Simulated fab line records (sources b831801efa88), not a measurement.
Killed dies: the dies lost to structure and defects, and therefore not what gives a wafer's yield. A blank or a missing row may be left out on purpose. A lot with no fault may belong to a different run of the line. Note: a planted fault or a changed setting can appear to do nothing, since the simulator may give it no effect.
fab line records -- flow sky130
record lots=12, wafers=36, last_day=50
route steps=708 shown RES_PROTECT@215 POLY_GATE@229 LDD_P@262 LDD_HVN@275 PAD_OPEN@708
lots that met no fault: taken from a fault-free run of the same line
start_h: hours from the record's opening day to when the first of the lot's shown wafers began -- wait_h: time in hours since the lot's previous step -- " repeats the value in the row above -- L1.1+2: several wafers, shown together as one row -- - no value, or no start given -- * or withheld: withheld -- < > ~ a bound
route shown NAME@n: names a module that has steps shown in the file, with the first one's number in the route -- usual: mean/standard deviation taken from wafers without a fault -- same: alike in all rows -- chamber/n: place in a boat -- sites: per-site readings -- _std_site: their standard deviation -- _edge_site: inner sites' mean taken away from outer sites' mean -- radius_mm: for every site, how far away it sits from the centre of the wafer -- mask NAME#n: copy n -- behind: the most recent tool/chamber to have shaped the wafer -- hold: the reason the lot was held/the length of the hold in hours/how it ended -- device: which transistor (n, p or np) failed to switch -- end of line: tests run on the same wafers once the route is complete -- for a step that has no rows: nothing shown but its recipe -- killed: dies lost to structure and defects at the first sort, not the wafer's yield -- map: the dies of a wafer, with x for killed, . for not killed, _ for no die there
set.NAME: the setting as run; set.NAME@STEP: as run at that earlier step -- model.NAME: the simulator's own value behind a step, which no gauge read
steps of the route over a sample of lots; a table a step, a row a wafer
services: when a tool's chamber went out of use (start_h, in hours from the record's first day, below 0 if earlier), for how many hours, and the reason
## steps
# step SKY_RES_PROTECT_TW_MEAS_08
# usual POLY_GATE_TW=4065/29
lot.wafer,tool,chamber,start_h,wait_h,POLY_GATE_TW
L426.1,film_metro-01,-,356.55,0.1,4065
L426.3,film_metro-01,-,356.55,0.1,4080
L426.5,film_metro-01,-,356.55,0.1,4069
L427.1,film_metro-02,-,370.39,0.1,4038
L427.5,film_metro-02,-,370.39,0.1,4042
L427.6,film_metro-02,-,370.39,0.1,4048
L435.1,film_metro-01,-,433.60,0.1,4090
L435.3,film_metro-01,-,433.60,0.1,4101
L435.4,film_metro-01,-,433.60,0.1,4112
L437.3,film_metro-04,-,451.83,0.1,4064
L437.5,film_metro-04,-,451.83,0.1,4046
L437.6,film_metro-04,-,451.83,0.1,4062
L439.3,film_metro-04,-,464.26,0.1,4067
L439.4,film_metro-04,-,464.26,0.1,4055
L439.6,film_metro-04,-,464.26,0.1,4059
L440.1,film_metro-04,-,469.75,0.1,4045
L440.3,film_metro-04,-,469.75,0.1,4085
L440.5,film_metro-04,-,469.75,0.1,4064
L441.2,film_metro-01,-,480.11,0.1,4082
L441.3,film_metro-01,-,480.11,0.1,4083
L441.4,film_metro-01,-,480.11,0.1,4080
L444.4,film_metro-01,-,506.52,0.1,4108
L444.5,film_metro-01,-,506.52,0.1,4118
L444.6,film_metro-01,-,506.52,0.1,4091
L445.1,film_metro-01,-,513.94,0.1,4107
L445.5,film_metro-01,-,513.94,0.1,4082
L445.6,film_metro-01,-,513.94,0.1,4111
L446.2,film_metro-04,-,523.50,0.1,4074
L446.4,film_metro-04,-,523.50,0.1,4075
L446.5,film_metro-04,-,523.50,0.1,4059
L447.1,film_metro-02,-,529.70,0.1,4023
L447.2,film_metro-02,-,529.70,0.1,4009
L447.3,film_metro-02,-,529.70,0.1,4041
L448.1,film_metro-01,-,538.01,0.1,4077
L448.4,film_metro-01,-,538.01,0.1,4098
L448.6,film_metro-01,-,538.01,0.1,4095
# step SKY_POLY_GATE_ETCH_15
# recipe chemistry=N2/H2, target=BARC, ion_energy_ev=200, source_w=500, bias_w=100, pressure_mtorr=30, n2_flow_sccm=100, h2_flow_sccm=200, stop_on=SiO2, time_s=118.5, target_depth_a=1100
# usual bias_w=99.99/0.3, drypump_motor_current_A=5.6/0.4, oes_product_au=0.715/0.0048, throttle_valve_pct=13.212/0.0089
# same time_s=118.5
lot.wafer,tool,chamber,start_h,wait_h,bias_w,drypump_motor_current_A,oes_product_au,rf_hours_counter_h,throttle_valve_pct
L426.1,rie_diel-02,2,386.65,0.0,100.60,5.2,0.711,23,13.228
L426.3,rie_diel-02,0,386.65,0.0,99.86,5.2,0.722,8,13.212
L426.5,rie_diel-02,3,386.65,0.0,99.95,6.0,0.713,-,13.222
L427.1,rie_diel-02,1,400.95,0.0,100.19,5.6,0.714,49,13.208
L427.5,rie_diel-02,1,400.95,0.0,100.00,5.7,0.721,-,13.214
L427.6,rie_diel-02,0,400.95,0.0,100.66,5.2,0.718,-,13.220
L435.1,rie_diel-02,3,467.86,0.0,100.12,6.0,0.713,7,13.214
L435.3,rie_diel-02,0,467.86,0.0,100.12,5.2,0.715,10,13.217
L435.4,rie_diel-02,2,467.86,0.0,100.72,5.2,0.717,25,13.194
L437.3,rie_diel-01,1,484.11,0.0,100.32,6.2,0.720,72,13.223
L437.5,rie_diel-01,2,484.11,0.0,99.62,5.3,0.717,-,13.222
L437.6,rie_diel-01,1,484.11,0.0,99.50,6.2,0.713,-,13.214
L439.3,rie_diel-03,3,496.65,0.0,99.62,6.5,0.720,24,13.199
L439.4,rie_diel-03,2,496.65,0.0,100.06,5.6,0.715,2,13.223
L439.6,rie_diel-03,2,496.65,0.0,99.97,5.6,0.714,-,13.208
L440.1,rie_diel-02,0,502.05,0.0,100.38,5.2,0.706,11,13.212
L440.3,rie_diel-02,3,502.05,0.0,99.74,6.0,0.716,7,13.200
L440.5,rie_diel-02,3,502.05,0.0,99.84,6.0,0.712,-,13.209
L441.2,rie_diel-01,0,511.96,0.0,100.03,5.5,0.716,0,13.229
L441.3,rie_diel-01,2,511.96,0.0,100.30,5.3,0.710,14,13.209
L441.4,rie_diel-01,1,511.96,0.0,99.85,6.2,0.713,73,13.203
L444.4,rie_diel-01,3,541.00,0.0,99.62,5.4,0.718,41,13.200
L444.5,rie_diel-01,1,541.00,0.0,99.94,6.2,0.719,-,13.201
L444.6,rie_diel-01,2,541.00,0.0,99.99,5.3,0.720,-,13.225
L445.1,rie_diel-02,2,546.45,0.0,100.34,5.2,0.713,26,13.200
L445.5,rie_diel-02,0,546.45,0.0,100.78,5.2,0.723,-,13.225
L445.6,rie_diel-02,1,546.45,0.0,99.96,5.7,0.719,-,13.212
L446.2,rie_diel-01,3,555.55,0.0,99.54,5.4,0.725,42,13.224
L446.4,rie_diel-01,1,555.55,0.0,100.16,6.1,0.702,74,13.206
L446.5,rie_diel-01,2,555.55,0.0,100.50,5.3,0.711,-,13.213
L447.1,rie_diel-02,0,561.10,0.0,100.05,5.2,0.721,12,13.215
L447.2,rie_diel-02,1,561.10,0.0,99.53,5.6,0.716,52,13.203
L447.3,rie_diel-02,2,561.10,0.0,100.42,5.2,0.720,26,13.211
L448.1,rie_diel-02,2,570.50,0.0,100.00,5.2,0.711,27,13.204
L448.4,rie_diel-02,0,570.50,0.0,100.13,5.2,0.710,12,13.218
L448.6,rie_diel-02,0,570.50,0.0,100.20,5.2,0.714,-,13.214
# step SKY_LDD_P_CD_MEAS_07
# recipe target_cd_nm=380
# usual cd_nm=380.6/2.8
lot.wafer,tool,chamber,start_h,wait_h,cd_nm
L426.1,cd_sem-02,-,449.34,0.1,374.9
L426.3,cd_sem-02,-,449.34,0.1,377.8
L426.5,cd_sem-02,-,449.34,0.1,378.2
L427.1,cd_sem-01,-,467.89,0.1,384.1
L427.5,cd_sem-01,-,467.89,0.1,385.2
L427.6,cd_sem-01,-,467.89,0.1,386.6
L435.1,cd_sem-01,-,533.46,0.1,378.7
L435.3,cd_sem-01,-,533.46,0.1,380.4
L435.4,cd_sem-01,-,533.46,0.1,380.0
L437.3,cd_sem-02,-,546.78,0.1,383.3
L437.5,cd_sem-02,-,546.78,0.1,386.4
L437.6,cd_sem-02,-,546.78,0.1,382.4
L439.3,cd_sem-01,-,559.88,0.1,379.0
L439.4,cd_sem-01,-,559.88,0.1,378.2
L439.6,cd_sem-01,-,559.88,0.1,376.4
L440.1,cd_sem-01,-,565.39,0.1,378.7
L440.3,cd_sem-01,-,565.39,0.1,382.4
L440.5,cd_sem-01,-,565.39,0.1,381.3
L441.2,cd_sem-02,-,574.61,0.1,378.6
L441.3,cd_sem-02,-,574.61,0.1,380.2
L441.4,cd_sem-02,-,574.61,0.1,380.9
L444.4,cd_sem-02,-,603.20,0.1,374.2
L444.5,cd_sem-02,-,603.20,0.1,374.8
L444.6,cd_sem-02,-,603.20,0.1,377.2
L445.1,cd_sem-01,-,608.64,0.1,381.2
L445.5,cd_sem-01,-,608.64,0.1,381.3
L445.6,cd_sem-01,-,608.64,0.1,380.8
L446.2,cd_sem-01,-,617.83,0.1,381.9
L446.4,cd_sem-01,-,617.83,0.1,382.4
L446.5,cd_sem-01,-,617.83,0.1,382.6
L447.1,cd_sem-01,-,621.79,0.1,379.6
L447.2,cd_sem-01,-,621.79,0.1,379.7
L447.3,cd_sem-01,-,621.79,0.1,379.6
L448.1,cd_sem-01,-,631.36,0.1,380.1
L448.4,cd_sem-01,-,631.36,0.1,381.8
L448.6,cd_sem-01,-,631.36,0.1,383.2
# step SKY_LDD_HVN_IMPLANT_08
# recipe species=P, energy_kev=60, dose_cm2=3e+13, tilt_deg=40
# usual beam_on_s=9.98/0.21, dose_ions_cm2=3e+13/3.2e+10, end_station_pressure_torr=5.1e-06/2.7e-07, faraday_current_uA=170/3.4, tilt_deg=40.002/0.024
# same implant_ion_amu=31
lot.wafer,tool,chamber,start_h,wait_h,beam_on_s,dose_ions_cm2,end_station_pressure_torr,faraday_current_uA,tilt_deg
L426.1,implanter-02,0,480.33,0.0,10.19,2.997e+13,5.59e-06,166,39.998
L426.3,implanter-02,0,480.33,0.0,9.71,3e+13,4.78e-06,174,40.053
L426.5,implanter-02,0,480.33,0.0,10.12,2.996e+13,4.91e-06,167,39.964
L427.1,implanter-02,0,499.14,0.0,10.09,3.001e+13,5.22e-06,168,40.018
L427.5,implanter-02,0,499.14,0.0,9.67,2.996e+13,4.7e-06,174,40.017
L427.6,implanter-02,0,499.14,0.0,10.24,3.002e+13,4.99e-06,166,39.997
L435.1,implanter-01,0,563.93,0.0,9.68,3.001e+13,5.08e-06,174,40.031
L435.3,implanter-01,0,563.93,0.0,10.21,3.002e+13,5.11e-06,166,40.040
L435.4,implanter-01,0,563.93,0.0,9.89,3e+13,4.83e-06,171,40.014
L437.3,implanter-01,0,575.94,0.1,9.99,2.0169e+14,5.85e-06,1138,39.983
L437.5,implanter-01,0,575.94,0.1,9.82,2.0172e+14,5.64e-06,1158,40.036
L437.6,implanter-01,0,575.94,0.1,9.84,2.0174e+14,5.9e-06,1154,39.988
L439.3,implanter-01,0,588.88,0.1,9.78,2.017e+14,6.12e-06,1161,40.024
L439.4,implanter-01,0,588.88,0.1,10.16,2.0172e+14,5.72e-06,1119,40.033
L439.6,implanter-01,0,588.88,0.1,9.77,2.0174e+14,5.76e-06,1156,40.011
L440.1,implanter-04,0,594.78,0.0,9.48,2.998e+13,4.37e-06,177,39.964
L440.3,implanter-04,0,594.78,0.0,9.68,3.009e+13,5.51e-06,175,39.962
L440.5,implanter-04,0,594.78,0.0,9.81,3.002e+13,4.76e-06,172,39.967
L441.2,implanter-04,0,604.45,0.0,10.11,3.008e+13,5.51e-06,167,40.047
L441.3,implanter-04,0,604.45,0.0,10.29,3.004e+13,4.9e-06,164,40.024
L441.4,implanter-04,0,604.45,0.0,10.02,3.002e+13,5.2e-06,168,40.029
L444.4,implanter-02,0,632.37,0.1,9.99,2.998e+13,5.04e-06,170,39.969
L444.5,implanter-02,0,632.37,0.1,9.85,3.001e+13,5.21e-06,172,39.989
L444.6,implanter-02,0,632.37,0.1,10.38,3.001e+13,4.34e-06,163,40.016
L445.1,implanter-02,0,637.54,0.0,10.20,2.996e+13,5.28e-06,167,40.064
L445.5,implanter-02,0,637.54,0.0,10.10,2.993e+13,5.51e-06,167,40.031
L445.6,implanter-02,0,637.54,0.0,10.44,2.999e+13,5.15e-06,162,40.068
L446.2,implanter-02,0,646.86,0.0,10.07,2.993e+13,5.76e-06,168,40.027
L446.4,implanter-02,0,646.86,0.0,9.93,2.998e+13,5.36e-06,170,40.002
L446.5,implanter-02,0,646.86,0.0,9.75,3.001e+13,5.24e-06,173,39.995
L447.1,implanter-02,0,650.84,0.0,10.09,2.999e+13,4.91e-06,168,39.988
L447.2,implanter-02,0,650.84,0.0,9.75,3.002e+13,4.87e-06,174,40.012
L447.3,implanter-02,0,650.84,0.0,10.16,3.004e+13,5.28e-06,166,39.989
L448.1,implanter-01,0,660.03,0.0,9.88,2.999e+13,4.89e-06,170,40.005
L448.4,implanter-01,0,660.03,0.0,10.01,3e+13,4.9e-06,169,39.988
L448.6,implanter-01,0,660.03,0.0,9.69,3.002e+13,4.36e-06,174,39.974
# step SKY_LDD_HVN_TW_MEAS_10
# usual LDD_HVN_TW=1442/8.5
lot.wafer,tool,chamber,start_h,wait_h,LDD_HVN_TW
L426.1,film_metro-03,-,480.58,0.1,1429
L426.3,film_metro-03,-,480.58,0.1,1425
L426.5,film_metro-03,-,480.58,0.1,1433
L427.1,film_metro-02,-,499.39,0.1,1437
L427.5,film_metro-02,-,499.39,0.1,1448
L427.6,film_metro-02,-,499.39,0.1,1454
L435.1,film_metro-02,-,564.18,0.1,1436
L435.3,film_metro-02,-,564.18,0.1,1443
L435.4,film_metro-02,-,564.18,0.1,1443
L437.3,film_metro-03,-,576.16,0.1,2576
L437.5,film_metro-03,-,576.16,0.1,2582
L437.6,film_metro-03,-,576.16,0.1,2573
L439.3,film_metro-04,-,589.10,0.1,2612
L439.4,film_metro-04,-,589.10,0.1,2609
L439.6,film_metro-04,-,589.10,0.1,2599
L440.1,film_metro-02,-,595.03,0.1,1430
L440.3,film_metro-02,-,595.03,0.1,1445
L440.5,film_metro-02,-,595.03,0.1,1441
L441.2,film_metro-04,-,604.69,0.1,1452
L441.3,film_metro-04,-,604.69,0.1,1462
L441.4,film_metro-04,-,604.69,0.1,1445
L444.4,film_metro-02,-,632.57,0.1,1448
L444.5,film_metro-02,-,632.57,0.1,1443
L444.6,film_metro-02,-,632.57,0.1,1441
L445.1,film_metro-02,-,637.79,0.1,1447
L445.5,film_metro-02,-,637.79,0.1,1455
L445.6,film_metro-02,-,637.79,0.1,1445
L446.2,film_metro-02,-,647.09,0.1,1448
L446.4,film_metro-02,-,647.09,0.1,1445
L446.5,film_metro-02,-,647.09,0.1,1447
L447.1,film_metro-04,-,651.09,0.1,1452
L447.2,film_metro-04,-,651.09,0.1,1457
L447.3,film_metro-04,-,651.09,0.1,1451
L448.1,film_metro-03,-,660.28,0.1,1440
L448.4,film_metro-03,-,660.28,0.1,1435
L448.6,film_metro-03,-,660.28,0.1,1437
# step SKY_PAD_OPEN_PROBE_99
# usual killed_at_M0_to_M3=45/6.9, killed_at_M4_up=3.1/1.7, killed_at_contacts=24/5.7, killed_at_front_end=15/4.6, killed_at_other=0.3/0.57, killed_dies=87/10, killed_open=48/7.4, killed_short=39/6.7
# same gross_dies=492, killed_at_back_side=0
lot.wafer,tool,chamber,start_h,wait_h,killed_at_M0_to_M3,killed_at_M4_up,killed_at_contacts,killed_at_front_end,killed_at_other,killed_dies,killed_open,killed_short
L440.1,prober-02,-,1164.06,0.1,43,2,36,14,0,95,57,38
L440.3,prober-02,-,1164.16,0.2,38,3,25,13,2,81,45,36
L440.5,prober-02,-,1164.26,0.2,48,2,24,18,0,92,56,36
# killed by level:class
L440.1 LI_CONTACT:geometric_particle:open=11 VIA1:geometric_particle:open=10 CONTACT:geometric_particle:open=10 VIA3:geometric_particle:open=7 VIA2:geometric_particle:open=7 FIELD_ISO:geometric_particle:short=5 METAL3:geometric_particle:short=5 LOCAL_INTERCONNECT:geometric_particle:open=5
L440.3 LI_CONTACT:geometric_particle:open=10 VIA1:geometric_particle:open=10 CONTACT:geometric_particle:open=6 VIA1:geometric_particle:short=6 VIA2:geometric_particle:open=5 FIELD_ISO:geometric_particle:open=4 LI_CONTACT:geometric_particle:short=4 LOCAL_INTERCONNECT:geometric_particle:short=4
L440.5 CONTACT:geometric_particle:open=12 VIA1:geometric_particle:open=12 VIA2:geometric_particle:open=8 LI_CONTACT:geometric_particle:open=6 METAL2:geometric_particle:short=6 FIELD_ISO:geometric_particle:short=5 VIA1:geometric_particle:short=5 FIELD_ISO:geometric_particle:open=4
## services
tool,chamber,start_h,hours,kind
implanter-04,-,367.96,2.2,repair
implanter-01,-,368.87,4.9,pm
rie_diel-03,1,389.17,2.1,repair
implanter-02,-,395.81,1.4,repair
implanter-04,-,407.21,2.8,repair
implanter-04,-,441.18,2.7,repair
implanter-02,-,444.63,2.2,pm
implanter-04,-,453.78,2.3,repair
rie_diel-01,0,467.45,10.2,repair
rie_diel-01,2,474.90,2.4,repair
rie_diel-01,0,477.62,-,clean
rie_diel-01,0,477.62,17.9,scheduled_down
rie_diel-01,0,477.62,17.9,vent_cycle
rie_diel-02,-,496.15,2.4,repair
rie_diel-01,-,562.91,0.7,repair
rie_diel-01,2,572.70,7.6,repair
implanter-04,-,573.84,2.4,repair
rie_diel-03,2,583.03,1.4,repair
rie_diel-01,1,601.22,-,clean
rie_diel-02,0,609.45,4.5,repair
rie_diel-02,-,622.06,0.5,repair
implanter-04,-,624.63,5.7,pm
rie_diel-01,-,647.07,0.4,repair
rie_diel-01,1,649.17,7.1,repair
## key
first_sign step=SKY_LDD_HVN_IMPLANT_08, reading=dose_ions_cm2, direction=up, sigmas=99+, usual=*, struck=*
effect step=SKY_LDD_HVN_IMPLANT_08, reading=faraday_current_uA, direction=up, sigmas=99+, usual=170, struck=1148
effect step=SKY_LDD_HVN_TW_MEAS_10, reading=LDD_HVN_TW, direction=up, sigmas=99+, usual=1442, struck=2592
met_at SKY_LDD_HVN_IMPLANT_08
struck_lots L437,L439
tester_left_out L437,L439
not_acting_at SKY_RES_PROTECT_TW_MEAS_08,SKY_POLY_GATE_ETCH_15,SKY_LDD_P_CD_MEAS_07
onset_between 563.93 575.94
fault kind=process_parameter_drift, tool=implanter-01, chamber=-, onset_h=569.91, steps=SKY_LDD_HVN_IMPLANT_08, channel=dose_cm2, offset=*, shape=step, end_h=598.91, acts_in=*, stated=*
# tester_left_out: of these lots the tester's yield and bins aren't shown, on N5 and GAA mostly nor the transistor test; their killed dies are dies lost to structure and defects alone, not to doping, threshold or leakage, so they don't give the yield
